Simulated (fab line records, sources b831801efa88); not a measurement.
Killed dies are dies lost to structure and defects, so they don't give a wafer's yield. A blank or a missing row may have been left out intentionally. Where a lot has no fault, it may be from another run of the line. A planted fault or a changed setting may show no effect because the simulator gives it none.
fab line records	flow sky130
record: lots: 5	wafers: 15	last_day: 51
route steps=708 shown VT_ADJUST_HVTP@89 VT_ADJUST_LVTN@97 PAD_OPEN@708
lots that met no fault: taken from a fault-free run of the same line
start_h: the number of hours between the record's first day and the start of the first shown wafer of the lot	wait_h: hours since the lot's step before	" repeats the value in the row above	L1.1+2: a row that stands for several wafers	- either no value or no given start	* or withheld: withheld	< > ~ a bound
route shown NAME@n: a module of which the file shows steps, and the number in the route of the first	usual: mean/standard deviation of fault-free wafers	same: alike in all rows	chamber/n: place in a boat	sites: per-site readings	_std_site: the standard deviation of these	_edge_site: the outer-site mean with the inner-site mean subtracted	radius_mm: how far each site lies from the wafer's centre	mask NAME#n: copy n	behind: the tool/chamber that last shaped the wafer	hold: cause of the lot's hold/its duration in hours/its outcome	device: names the non-switching transistor (n, p or np)	end of line: the route-end tests of the same wafers	where a step has no rows: the recipe by itself	killed: dies that structure and defects cost at the first sort, which is not the same as the wafer's yield	map: shows each die of a wafer: x if killed, . if not, _ if none is there
set.NAME: the setting as run; set.NAME@STEP: as run at that earlier step	model.NAME: the simulator's own value behind a step, which no gauge read
lots seen at some steps along the route; tables by step, rows by wafer
services: from which hour (start_h, from the record's first day; less than 0 if before it) a tool's chamber was out of use, for how many hours, and why
== steps ==
step: SKY_VT_ADJUST_HVTP_EXPOSE_04
recipe: mask_id: HVTPM	na: 0.6	source_shape: conventional	sigma_outer: 0.6	polarization: unpolarized	target_cd_nm: 380	dose_mj: 140
step: SKY_VT_ADJUST_HVTP_PEB_05
recipe: temp_c: withheld	time_s: *	resist: NOVOLAK
step: SKY_VT_ADJUST_HVTP_DEVELOP_06
recipe: resist: NOVOLAK	developer: TMAH	develop_time_s: 60	dev_temp_c: 23
step: SKY_VT_ADJUST_HVTP_CD_MEAS_07
recipe: target_cd_nm: 380
usual: cd_nm: 379.3/2.2
lot.wafer	tool	chamber	start_h	wait_h	cd_nm
L635.1	cd_sem-01	-	163.21	0.1	381.1
L635.2	"	-	"	"	378.8
L635.4	"	-	"	"	378.9
L637.2	cd_sem-01	-	174.48	0.1	379.2
L637.3	"	-	"	"	381.4
L637.6	"	-	"	"	379.1
L638.1	cd_sem-02	-	186.21	0.1	378.9
L638.5	"	-	"	"	377.2
L638.6	"	-	"	"	376.7
L645.4	cd_sem-02	-	221.94	0.1	383.7
L645.5	"	-	"	"	382.9
L645.6	"	-	"	"	382.6
L652.1	cd_sem-02	-	270.92	0.1	378.2
L652.4	"	-	"	"	376.8
L652.6	"	-	"	"	377.3
step: SKY_VT_ADJUST_HVTP_OVL_MEAS_08
usual: VT_ADJUST_HVTP_OVL: 0.1/1.4
lot.wafer	tool	chamber	start_h	wait_h	VT_ADJUST_HVTP_OVL[nm]
L635.1	overlay-02	-	163.33	0.1	3.9
L635.2	"	-	"	"	1.9
L635.4	"	-	"	"	2.9
L637.2	overlay-01	-	174.58	0.1	1.6
L637.3	"	-	"	"	0.3
L637.6	"	-	"	"	-0.1
L638.1	overlay-02	-	186.33	0.1	1.0
L638.5	"	-	"	"	0.1
L638.6	"	-	"	"	-0.6
L645.4	overlay-02	-	222.01	0.1	1.2
L645.5	"	-	"	"	0.6
L645.6	"	-	"	"	1.1
L652.1	overlay-01	-	271.04	0.1	-0.1
L652.4	"	-	"	"	0.4
L652.6	"	-	"	"	-2.8
step: SKY_VT_ADJUST_HVTP_IMPLANT_09
recipe: species: As	energy_kev: 152.5	dose_cm2: 4.3e+12	tilt_deg: withheld
step: SKY_VT_ADJUST_HVTP_STRIP_10
recipe: chemistry: O2/N2	power_w: 1400	pressure_mtorr: 1500	platen_temp_c: withheld	o2_flow_sccm: 3000	n2_flow_sccm: 300	overash_fraction: 0.5
usual: drypump_motor_current_A: 6.0/0.31	oes_product_au: 0.716/0.0044	strip_time_to_endpoint_s: 14.17/0.042
same: overash_fraction: 0.5
lot.wafer	tool	chamber	start_h	wait_h	drypump_motor_current_A	oes_product_au	rf_hours_counter_h	strip_time_to_endpoint_s
L635.1	plasma_asher-03	0	163.51	0.1	6.3	0.712	38	14.14
L635.2	"	1	"	"	5.6	0.719	38	14.14
L635.4	"	1	"	"	5.6	0.718	-	14.14
L637.2	plasma_asher-02	0	174.76	0.1	6.0	0.711	5	14.13
L637.3	"	0	"	"	6.0	0.719	-	14.13
L637.6	"	0	"	"	6.1	0.717	-	14.16
L638.1	plasma_asher-02	0	186.51	0.1	6.1	0.720	7	14.21
L638.5	"	1	"	"	6.2	0.718	-	14.22
L638.6	"	0	"	"	6.1	0.719	-	14.23
L645.4	plasma_asher-02	1	222.21	0.1	6.2	0.717	-	14.19
L645.5	"	1	"	"	6.2	0.721	-	14.21
L645.6	"	0	"	"	6.1	0.724	-	14.19
L652.1	plasma_asher-02	0	271.23	0.1	6.1	0.724	15	14.11
L652.4	"	1	"	"	6.2	0.711	-	14.16
L652.6	"	1	"	"	6.2	0.713	-	14.18
step: SKY_VT_ADJUST_HVTP_TW_MEAS_11
usual: VT_ADJUST_HVTP_TW: 1382/8.2
lot.wafer	tool	chamber	start_h	wait_h	VT_ADJUST_HVTP_TW
L635.1	film_metro-04	-	163.61	0.1	1367
L635.2	"	-	"	"	1366
L635.4	"	-	"	"	1369
L637.2	film_metro-02	-	174.87	0.1	1389
L637.3	"	-	"	"	1391
L637.6	"	-	"	"	1388
L638.1	film_metro-02	-	186.61	0.1	1390
L638.5	"	-	"	"	1397
L638.6	"	-	"	"	1395
L645.4	film_metro-04	-	222.31	0.1	1372
L645.5	"	-	"	"	1379
L645.6	"	-	"	"	1374
L652.1	film_metro-03	-	271.33	0.1	1371
L652.4	"	-	"	"	1369
L652.6	"	-	"	"	1372
step: SKY_VT_ADJUST_LVTN_DEHYDRATE_00
recipe: temp_c: 200	time_s: 60
step: SKY_VT_ADJUST_LVTN_HMDS_01
recipe: prime_time_s: 60	prime_temp_c: 120
step: SKY_VT_ADJUST_LVTN_COAT_02
recipe: spin_rpm: 2000	resist_thk_nm: 3000
step: SKY_VT_ADJUST_LVTN_SOFTBAKE_03
recipe: temp_c: 110	time_s: withheld
step: SKY_VT_ADJUST_LVTN_EXPOSE_04
recipe: mask_id: NWM_COMPLEMENT_LESS_NATIVE	na: 0.6	source_shape: conventional	sigma_outer: 0.6	polarization: unpolarized	target_cd_nm: 840	dose_mj: 194
lot.wafer	tool	chamber	start_h	wait_h	mask
L635.1+2+4	iline_stepper-01	0	174.11	-	NWM_COMPLEMENT_LESS_NATIVE#0
L637.2+3+6	iline_stepper-01	0	185.27	-	NWM_COMPLEMENT_LESS_NATIVE#0
L638.1+5+6	iline_stepper-02	0	196.85	-	NWM_COMPLEMENT_LESS_NATIVE#0
L645.4+5+6	iline_stepper-02	0	234.14	-	HVTPM#0
L652.1+4+6	iline_stepper-01	0	284.31	-	NWM_COMPLEMENT_LESS_NATIVE#0
step: SKY_VT_ADJUST_LVTN_PEB_05
recipe: temp_c: 115	time_s: withheld
step: SKY_VT_ADJUST_LVTN_DEVELOP_06
recipe: wall_angle_deg: 90	developer: TMAH	develop_time_s: 60	dev_temp_c: 23
step: SKY_VT_ADJUST_LVTN_OVL_MEAS_07
usual: VT_ADJUST_LVTN_OVL: 0.3/1.3
lot.wafer	tool	chamber	start_h	wait_h	VT_ADJUST_LVTN_OVL[nm]
L635.1	overlay-02	-	184.14	-	2.7
L635.2	"	-	"	"	2.5
L635.4	"	-	"	"	1.2
L637.2	overlay-02	-	195.56	-	-1.2
L637.3	"	-	"	"	0.9
L637.6	"	-	"	"	1.1
L638.1	overlay-01	-	206.59	-	-0.5
L638.5	"	-	"	"	-0.3
L638.6	"	-	"	"	0.0
L645.4	overlay-02	-	245.18	-	-
L645.5	"	-	"	"	-
L645.6	"	-	"	"	-
L652.1	overlay-01	-	297.26	-	1.0
L652.4	"	-	"	"	-1.3
L652.6	"	-	"	"	0.1
step: SKY_VT_ADJUST_LVTN_IMPLANT_08
recipe: species: B	energy_kev: 30	dose_cm2: 1.545e+12	tilt_deg: withheld
step: SKY_VT_ADJUST_LVTN_STRIP_09
recipe: chemistry: O2/N2	power_w: 1400	pressure_mtorr: 1500	platen_temp_c: withheld	o2_flow_sccm: 3000	n2_flow_sccm: 300	overash_fraction: 0.5
usual: drypump_motor_current_A: 6.0/0.32	oes_product_au: 0.722/0.0047	strip_time_to_endpoint_s: 36.87/0.1
same: overash_fraction: 0.5
lot.wafer	tool	chamber	start_h	wait_h	drypump_motor_current_A	oes_product_au	rf_hours_counter_h	strip_time_to_endpoint_s
L635.1	plasma_asher-02	1	184.32	0.1	6.2	0.717	6	36.70
L635.2	"	0	"	"	6.1	0.728	6	36.81
L635.4	"	1	"	"	6.2	0.721	-	36.80
L637.2	plasma_asher-03	0	195.74	0.1	6.3	0.715	41	36.85
L637.3	"	1	"	"	5.6	0.728	-	36.94
L637.6	"	1	"	"	5.6	0.725	-	36.95
L638.1	plasma_asher-01	1	206.77	0.1	6.3	0.730	52	36.87
L638.5	"	1	"	"	6.3	0.717	-	36.78
L638.6	"	0	"	"	5.5	0.720	-	36.80
L645.4	plasma_asher-03	1	245.38	0.1	5.6	0.724	-	36.78
L645.5	"	1	"	"	5.6	0.728	-	36.77
L645.6	"	0	"	"	6.3	0.730	-	36.78
L652.1	plasma_asher-03	1	297.44	0.1	5.6	0.722	51	37.01
L652.4	"	0	"	"	6.3	0.722	-	36.95
L652.6	"	0	"	"	6.3	0.722	-	37.03
step: SKY_VT_ADJUST_LVTN_TW_MEAS_10
usual: VT_ADJUST_LVTN_TW: 243.2/1
lot.wafer	tool	chamber	start_h	wait_h	VT_ADJUST_LVTN_TW
L635.1	film_metro-04	-	184.42	0.1	242.6
L635.2	"	-	"	"	242.6
L635.4	"	-	"	"	243.4
L637.2	film_metro-04	-	195.85	0.1	242.6
L637.3	"	-	"	"	243.3
L637.6	"	-	"	"	244.0
L638.1	film_metro-03	-	206.87	0.1	243.3
L638.5	"	-	"	"	243.6
L638.6	"	-	"	"	244.2
L645.4	film_metro-03	-	245.47	0.1	30.6
L645.5	"	-	"	"	30.5
L645.6	"	-	"	"	30.3
L652.1	film_metro-01	-	297.54	0.1	243.7
L652.4	"	-	"	"	243.3
L652.6	"	-	"	"	242.8
step: SKY_VT_ADJUST_LVTN_DEHYDRATE_11
recipe: temp_c: 200	time_s: 60
step: SKY_PAD_OPEN_PROBE_99
lot.wafer	tool	chamber	start_h	wait_h	model.etest.tip_p.rs_ohm_sq	model.etest.pfet_01v8.r_on_ohm_um	model.etest.nfet_01v8_lvt.drive_ua_um	model.etest.nfet_01v8.drive_ua_um	model.etest.nfet_01v8_swapped.drive_ua_um	model.etest.nfet_01v8_turned.drive_ua_um	model.etest.pfet_01v8.drive_ua_um	model.etest.pfet_01v8_mvt.drive_ua_um
L637.2	prober-01	-	1123.56	0.1	6831	2833	585.7	512.2	515.9	519	196.3	153.8
L637.3	prober-01	-	1123.61	0.2	6769	2892	580.9	504.1	504	507.7	193.8	152.8
L637.6	prober-01	-	1123.76	0.2	6832	2889	572	503.7	500.7	502.3	192.6	152.1
L635.1	prober-01	-	1127.18	0.1	6840	2933	566.1	493.6	493	496.4	189.6	148.9
L635.2	prober-01	-	1127.23	0.1	6805	2957	572.5	500.5	504	507.5	189.9	148.9
L635.4	prober-01	-	1127.33	0.2	6816	2981	550.2	485.9	485.7	484.6	187.9	146.4
L638.1	prober-02	-	1132.82	0.1	6877	2908	570.6	501.3	496.4	498	192.6	151.6
L638.5	prober-02	-	1133.02	0.2	6840	2976	561.6	494.2	492.8	494.8	187.5	147.3
L638.6	prober-02	-	1133.07	0.2	6919	2947	573.1	501.7	504.9	496.2	186.7	149
L645.4	prober-01	-	1168.46	0.2	6332	2741	614.4	526.6	531.1	523.4	219.6	178.9
L645.5	prober-01	-	1168.51	0.2	6293	2742	611.4	527.7	526.2	524.6	221.1	181.1
L645.6	prober-01	-	1168.56	0.2	6341	2738	604.1	518.2	518.9	519.1	218.6	178.1
L652.1	prober-02	-	1214.47	0.1	6708	2908	563	491.6	492.5	493.5	193.4	153.3
L652.4	prober-02	-	1214.62	0.2	6809	2855	555	487.9	484.7	488.5	199.3	155.8
L652.6	prober-02	-	1214.72	0.2	6792	2906	571.5	503.2	498.1	499.4	192.5	152
killed by level:class
L637.2 VIA1:geometric_particle:open=10 CONTACT:geometric_particle:open=7 METAL1:geometric_particle:short=7 VIA3:geometric_particle:open=6 FIELD_ISO:geometric_particle:open=5 METAL4:geometric_particle:short=5 CONTACT:geometric_particle:short=4 VIA2:geometric_particle:open=4
L637.3 VIA1:geometric_particle:open=19 CONTACT:geometric_particle:open=9 LI_CONTACT:geometric_particle:open=9 VIA2:geometric_particle:open=8 CONTACT:geometric_particle:short=6 METAL2:geometric_particle:short=6 FIELD_ISO:geometric_particle:open=5 FIELD_ISO:geometric_particle:short=5
L637.6 CONTACT:geometric_particle:open=11 VIA1:geometric_particle:open=11 LI_CONTACT:geometric_particle:open=8 CONTACT:geometric_particle:short=6 FIELD_ISO:geometric_particle:open=5 VIA2:geometric_particle:open=5 VIA3:geometric_particle:open=4 POLY_GATE:geometric_particle:short=3
L635.1 VIA1:geometric_particle:open=10 LI_CONTACT:geometric_particle:open=8 CONTACT:geometric_particle:open=8 CONTACT:geometric_particle:short=6 POLY_GATE:geometric_particle:open=5 METAL1:geometric_particle:short=4 METAL2:geometric_particle:short=4 VIA2:geometric_particle:open=4
L635.2 VIA1:geometric_particle:open=9 VIA1:geometric_particle:short=9 LI_CONTACT:geometric_particle:open=8 CONTACT:geometric_particle:open=6 VIA2:geometric_particle:open=6 VIA3:geometric_particle:open=6 VIA3:geometric_particle:short=5 LOCAL_INTERCONNECT:geometric_particle:short=5
L635.4 CONTACT:geometric_particle:open=12 VIA1:geometric_particle:open=11 LOCAL_INTERCONNECT:geometric_particle:short=9 METAL2:geometric_particle:short=8 LI_CONTACT:geometric_particle:open=7 VIA2:geometric_particle:open=6 CONTACT:geometric_particle:short=4 VIA1:geometric_particle:short=4
L638.1 CONTACT:geometric_particle:open=11 LI_CONTACT:geometric_particle:open=7 VIA1:geometric_particle:open=7 POLY_GATE:geometric_particle:open=6 METAL1:geometric_particle:short=6 VIA1:geometric_particle:short=4 VIA2:geometric_particle:open=4 FIELD_ISO:geometric_particle:short=3
L638.5 VIA1:geometric_particle:open=12 CONTACT:geometric_particle:open=11 LI_CONTACT:geometric_particle:open=9 METAL1:geometric_particle:short=8 VIA2:geometric_particle:open=8 FIELD_ISO:geometric_particle:short=6 VIA1:geometric_particle:short=6 VIA3:geometric_particle:open=5
L638.6 CONTACT:geometric_particle:open=10 VIA1:geometric_particle:open=10 METAL1:geometric_particle:short=9 CONTACT:geometric_particle:short=7 VIA3:geometric_particle:open=7 METAL2:geometric_particle:short=6 LI_CONTACT:geometric_particle:open=5 VIA2:geometric_particle:open=5
L652.1 VIA1:geometric_particle:open=14 CONTACT:geometric_particle:open=9 CONTACT:geometric_particle:short=6 METAL1:geometric_particle:short=6 VIA2:geometric_particle:open=6 VIA3:geometric_particle:open=5 VIA1:geometric_particle:short=5 VIA3:geometric_particle:short=5
L652.4 VIA1:geometric_particle:open=10 LI_CONTACT:geometric_particle:open=9 VIA2:geometric_particle:open=7 CONTACT:geometric_particle:open=7 CONTACT:geometric_particle:short=7 VIA1:geometric_particle:short=7 VIA3:geometric_particle:open=7 LI_CONTACT:geometric_particle:short=6
L652.6 VIA1:geometric_particle:open=11 VIA1:geometric_particle:short=9 LI_CONTACT:geometric_particle:open=9 METAL1:geometric_particle:short=8 FIELD_ISO:geometric_particle:short=7 POLY_GATE:geometric_particle:short=6 LOCAL_INTERCONNECT:geometric_particle:short=5 CONTACT:geometric_particle:open=5
== services ==
tool	chamber	start_h	hours	kind
iline_stepper-01	-	148.79	2.9	repair
plasma_asher-01	-	154.29	2.0	repair
iline_stepper-02	-	159.51	4.4	pm
plasma_asher-02	-	188.72	2.8	pm
plasma_asher-02	-	220.60	1.0	repair
plasma_asher-03	-	237.14	4.3	repair
iline_stepper-01	-	242.36	3.2	repair
plasma_asher-02	-	249.08	4.1	repair
iline_stepper-02	-	276.73	2.0	repair
plasma_asher-02	-	280.34	1.6	repair
iline_stepper-01	-	290.10	1.9	repair
== key ==
first_sign: step: SKY_VT_ADJUST_LVTN_EXPOSE_04	reading: mask	direction: changed
effect: step: SKY_VT_ADJUST_LVTN_OVL_MEAS_07	reading: VT_ADJUST_LVTN_OVL	direction: missing
effect: step: SKY_VT_ADJUST_LVTN_TW_MEAS_10	reading: VT_ADJUST_LVTN_TW	direction: down	sigmas: 99+	usual: 243.2	struck: 30.5
model_effect: step: SKY_PAD_OPEN_PROBE_99	value: etest.tip_p.rs_ohm_sq	without: 6791	struck: 6322
met_at SKY_VT_ADJUST_LVTN_EXPOSE_04
struck_wafers L645.4,L645.5,L645.6
sort_left_out L645.4,L645.5,L645.6
tester_left_out L645
onset_between 196.85 234.14
fault: kind: wrong_mask	tool: any	chamber: -	onset_h: 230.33	steps: SKY_VT_ADJUST_LVTN_EXPOSE_04	aux_copy: HVTPM#0	scope: struck_lots_only
tester_left_out: of these lots the tester's yield and bins aren't shown, on N5 and GAA mostly nor the transistor test; their killed dies are dies lost to structure and defects alone, not to doping, threshold or leakage, so they don't give the yield
sort_left_out: the simulated sort isn't trusted on such a fault, so these wafers' sort isn't shown, and their yield isn't known
